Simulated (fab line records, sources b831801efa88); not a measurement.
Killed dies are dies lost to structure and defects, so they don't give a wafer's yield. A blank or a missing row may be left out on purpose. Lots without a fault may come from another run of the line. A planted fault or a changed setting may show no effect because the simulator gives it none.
A struck lot beside a sound one | flow gf180mcu | 14 steps out of a route of 602
Sound: wafers L893.1, L893.4, L893.6. Struck: wafers L891.1, L891.2, L891.6. The cause comes at the end.
At each step with rows: each side's tool, then ch and its chambers, then its first start. Under that, the readings that differ: sound wafers | struck wafers | difference of the means | sigmas: that difference in standard deviations of wafers without a fault.
alike: readings whose means differ by less than 2 such deviations, and words and numbers that are the same on both sides. not compared: withheld readings, readings that some wafer has no value for, bounds like >300 that may hide the same value, and numbers for which the record gives no deviation and whose values overlap.
The two part at a step that has a row with sigmas, a row that says differs or no value, or rows on one side only. Numbers that don't overlap but have no deviation are shown without sigmas and don't part them. A reading that every wafer of one side lacks parts them only if that side has two wafers or more.

first, 5 steps without rows for these wafers: GF_V3_COAT_09 (resist thk 1000 nm); GF_V3_SOFTBAKE_10 (time 60 s); GF_V3_EXPOSE_11 (exposes mask Via3, target cd 260 nm); GF_V3_PEB_12 (peb time 90 s); GF_V3_DEVELOP_13 (develop time 60 s).
GF_V3_CD_MEAS_14: target cd 260 nm.
  sound on cd_sem-02, day 27 20:13; struck on cd_sem-02, day 26 23:31
  alike: cd_nm
GF_V3_OVL_MEAS_15:
  sound on overlay-01, day 27 20:20; struck on overlay-02, day 26 23:38
  alike: V3_OVL
GF_V3_ETCH_16: etches BARC in N2/H2.
  sound on rie_diel-01 ch 1,2, day 27 20:22; struck on rie_diel-04 ch 0,1,3, day 26 23:41
  alike: bias_w, drypump_motor_current_A, oes_product_au, throttle_valve_pct
GF_V3_ETCH_17: etches SiO2 in C4F8/O2/Ar, stops on TiN, target depth 635 nm.
  sound on rie_diel-01 ch 1,2; struck on rie_diel-04 ch 0,1,3
  alike: bias_w, oes_product_au
GF_V3_STRIP_18: strips in O2/N2.
  sound on plasma_asher-03 ch 0,1, day 27 20:30; struck on plasma_asher-01 ch 0,1, day 26 23:49
  alike: drypump_motor_current_A, heater_power_w, oes_product_au
  not compared: rf_hours_counter_h
then, 2 steps without rows for these wafers: GF_V3_STRIP_19 (strips in post etch residue remover, time 1200 s); GF_V3_CLEAN_20 (cleans in DIW).
GF_V3_SPUTTER_21: material Ti, target thk 15 nm, time 80.02 s.
  sound on pvd_sputter-02, day 27 21:02; struck on pvd_sputter-02, day 27 00:20
  no value came back on the struck wafers for cathode_dc_power_W (W), chamber_pressure_pa (Pa), throttle_valve_pct (%); on the sound wafers cathode_dc_power_W (W) reads 2500.6 2499.9 2499.0
GF_V3_SPUTTER_22: material TiN, target thk 10 nm, time 40 s.
  sound on pvd_sputter-02, day 27 21:05; struck on pvd_sputter-02, day 27 00:24
  alike: cathode_dc_power_W, chamber_pressure_pa, throttle_valve_pct

WHERE THEY PART
Only at GF_V3_SPUTTER_21, within this record. Later steps at which nothing parts them and some readings are alike: GF_V3_SPUTTER_22.

WHY: what the simulator had put in
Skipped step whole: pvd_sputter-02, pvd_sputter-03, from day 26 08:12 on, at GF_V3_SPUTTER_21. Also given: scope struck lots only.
